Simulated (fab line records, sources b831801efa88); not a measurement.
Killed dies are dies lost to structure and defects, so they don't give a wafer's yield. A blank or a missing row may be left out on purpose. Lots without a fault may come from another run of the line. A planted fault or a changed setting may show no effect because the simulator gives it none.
Which tool did it? | flow gf180mcu | 13 lots, 38 wafers sampled, at 4 steps of a route of 602

WHAT THE GAUGES READ, wafer by wafer
GF_V3_THK_MEAS_03. Usual: V3_CVD_02_THK 849 nm, standard deviation 11.
lot  | measured     | on            | V3_CVD_02_THK (nm) | flag
L732 | day 21 18:44 | film_metro-02 | 845 853 843        |
L733 | day 22 05:49 | film_metro-04 | 829 834 863        |
L735 | day 22 21:07 | film_metro-04 | 847 834 853        |
L738 | day 24 08:43 | film_metro-04 | 845 844 843        |
L740 | day 24 16:32 | film_metro-01 | 849 839 855        |
L742 | day 25 14:38 | film_metro-01 | 846 866 861        |
L743 | day 25 19:44 | film_metro-04 | 836 839 869        |
L747 | day 26 16:40 | film_metro-04 | 857 843 871        |
L748 | day 27 06:07 | film_metro-04 | 845 859 860        |
L749 | day 27 11:47 | film_metro-02 | 829 860 853        |
L751 | day 28 01:59 | film_metro-01 | 852 858            |
L752 | day 28 04:58 | film_metro-04 | 848 866 858        |
L754 | day 28 20:36 | film_metro-04 | 838 848 842        |

GF_V3_THK_MEAS_25: measures by xrf. Usual: V3_W_THK 358 nm, standard deviation 6.7.
lot  | measured     | on            | V3_W_THK (nm) | flag
L732 | day 22 19:59 | film_metro-01 | 357 346 362   |
L733 | day 23 06:41 | film_metro-04 | 362 355 358   |
L735 | day 23 21:31 | film_metro-04 | 347 356 361   |
L738 | day 25 07:53 | film_metro-04 | 351 358 354   |
L740 | day 25 15:37 | film_metro-04 | 349 353 356   |
L742 | day 26 13:22 | film_metro-04 | 363 353 358   |
L743 | day 26 18:30 | film_metro-01 | 360 358 361   |
L747 | day 27 14:47 | film_metro-04 | 358 358 357   |
L748 | day 28 03:43 | film_metro-02 | 363 363 354   |
L749 | day 28 09:10 | film_metro-04 | 349 353 360   |
L751 | day 28 23:57 | film_metro-04 | 360 351       |
L752 | day 29 01:58 | film_metro-04 | 365 361 357   |
L754 | day 29 17:01 | film_metro-02 | 382 384 365   |

WHICH TOOL RAN EACH LOT (tool, then ch and the chambers of the sampled wafers, then the start)
lot  | GF_V3_ETCH_17                                 | GF_V3_SPUTTER_21
L732 | rie_diel-03 ch 0,2,3, day 22 19:39 or earlier | pvd_sputter-03, day 22 19:39
L733 | rie_diel-04 ch 0,3, day 23 06:20 or earlier   | pvd_sputter-02, day 23 06:20
L735 | rie_diel-01 ch 0,1,2, day 23 21:11 or earlier | pvd_sputter-02, day 23 21:11
L738 | rie_diel-03 ch 0,1, day 25 07:32 or earlier   | pvd_sputter-02, day 25 07:32
L740 | rie_diel-04 ch 0,2,3, day 25 15:17 or earlier | pvd_sputter-03, day 25 15:17
L742 | rie_diel-01 ch 3, day 26 13:02 or earlier     | pvd_sputter-02, day 26 13:02
L743 | rie_diel-01 ch 0,3, day 26 18:10 or earlier   | pvd_sputter-02, day 26 18:10
L747 | rie_diel-01 ch 0,2,3, day 27 14:27 or earlier | pvd_sputter-03, day 27 14:27
L748 | rie_diel-04 ch 1,2,3, day 28 03:22 or earlier | pvd_sputter-02, day 28 03:22
L749 | rie_diel-04 ch 1,3, day 28 08:49 or earlier   | pvd_sputter-02, day 28 08:49
L751 | rie_diel-04 ch 0,2, day 28 23:37 or earlier   | pvd_sputter-02, day 28 23:37
L752 | rie_diel-04 ch 0,1, day 29 01:37 or earlier   | pvd_sputter-02, day 29 01:37
L754 | rie_diel-01 ch 0,3, day 29 16:40 or earlier   | pvd_sputter-03, day 29 16:40
- GF_V3_ETCH_17: etches SiO2 in C4F8/O2/Ar, stops on TiN, target depth 635 nm.
- GF_V3_SPUTTER_21: material Ti, target thk 15 nm, time 80.02 s.

WHAT THE TOOLS THEMSELVES READ (means of the sampled wafers that have a number; where no wafer has one, the mark that the record gives instead)
GF_V3_ETCH_17. Usual: oes_product_au 0.855 a.u., standard deviation 0.0051.
lot  | tool        | oes_product_au (a.u.) | flag
L732 | rie_diel-03 | 0.854                 |
L733 | rie_diel-04 | 0.855                 |
L735 | rie_diel-01 | 0.858                 |
L738 | rie_diel-03 | 0.853                 |
L740 | rie_diel-04 | 0.856                 |
L742 | rie_diel-01 | 0.850                 |
L743 | rie_diel-01 | 0.857                 |
L747 | rie_diel-01 | 0.852                 |
L748 | rie_diel-04 | 0.854                 |
L749 | rie_diel-04 | 0.858                 |
L751 | rie_diel-04 | 0.857                 |
L752 | rie_diel-04 | 0.862                 |
L754 | rie_diel-01 | 0.854                 |

GF_V3_SPUTTER_21. Usual: cathode_dc_power_W 2500.0 W, standard deviation 0.51; chamber_pressure_pa 5.000 Pa, standard deviation 0.011; throttle_valve_pct 29.6 %, standard deviation 0.88.
lot  | tool           | cathode_dc_power_W (W) | chamber_pressure_pa (Pa) | throttle_valve_pct (%) | flag
L732 | pvd_sputter-03 | 2499.9                 | 4.997                    | 29.8                   |
L733 | pvd_sputter-02 | 2499.8                 | 5.001                    | 29.2                   |
L735 | pvd_sputter-02 | 2499.8                 | 4.996                    | 29.1                   |
L738 | pvd_sputter-02 | 2499.9                 | 4.998                    | 29.1                   |
L740 | pvd_sputter-03 | 2499.8                 | 5.003                    | 29.8                   |
L742 | pvd_sputter-02 | -                      | -                        | -                      | OFF
L743 | pvd_sputter-02 | -                      | -                        | -                      | OFF
L747 | pvd_sputter-03 | 2500.3                 | 4.997                    | 30.7                   |
L748 | pvd_sputter-02 | 2499.9                 | 5.006                    | 29.1                   |
L749 | pvd_sputter-02 | 2500.3                 | 5.000                    | 29.6                   |
L751 | pvd_sputter-02 | 2499.8                 | 4.995                    | 29.6                   |
L752 | pvd_sputter-02 | 2499.5                 | 5.005                    | 29.7                   |
L754 | pvd_sputter-03 | 2499.8                 | 5.002                    | 29.9                   |

THE ANSWER, worked out from the rows above alone
Rule: a lot is off if the mean of its wafers that have a number lies more than 3 standard deviations from the usual mean. A lot without any number at a reading at which 4 lots or more have one is off too. The other lots that the step has rows for count as sound. The gauges are gone through in route order, then the tools' own readings, and for those a lot's mean is taken as printed above. The first step at which some lot is off is used, and at that step the reading that is off furthest; a lot without a number counts as furthest.
Off: L742, L743, at GF_V3_SPUTTER_21 (cathode_dc_power_W). Without a number there: L742, L743.
A tool fits if, at that step or a process step before it, it ran every lot that is off, and no sound lot after the first of them. GF_V3_ETCH_17 gives no start for some lots, so the hours and the order of its lots are those of GF_V3_SPUTTER_21. None of those tried fits.

WHAT THE SIMULATOR HAD PUT IN
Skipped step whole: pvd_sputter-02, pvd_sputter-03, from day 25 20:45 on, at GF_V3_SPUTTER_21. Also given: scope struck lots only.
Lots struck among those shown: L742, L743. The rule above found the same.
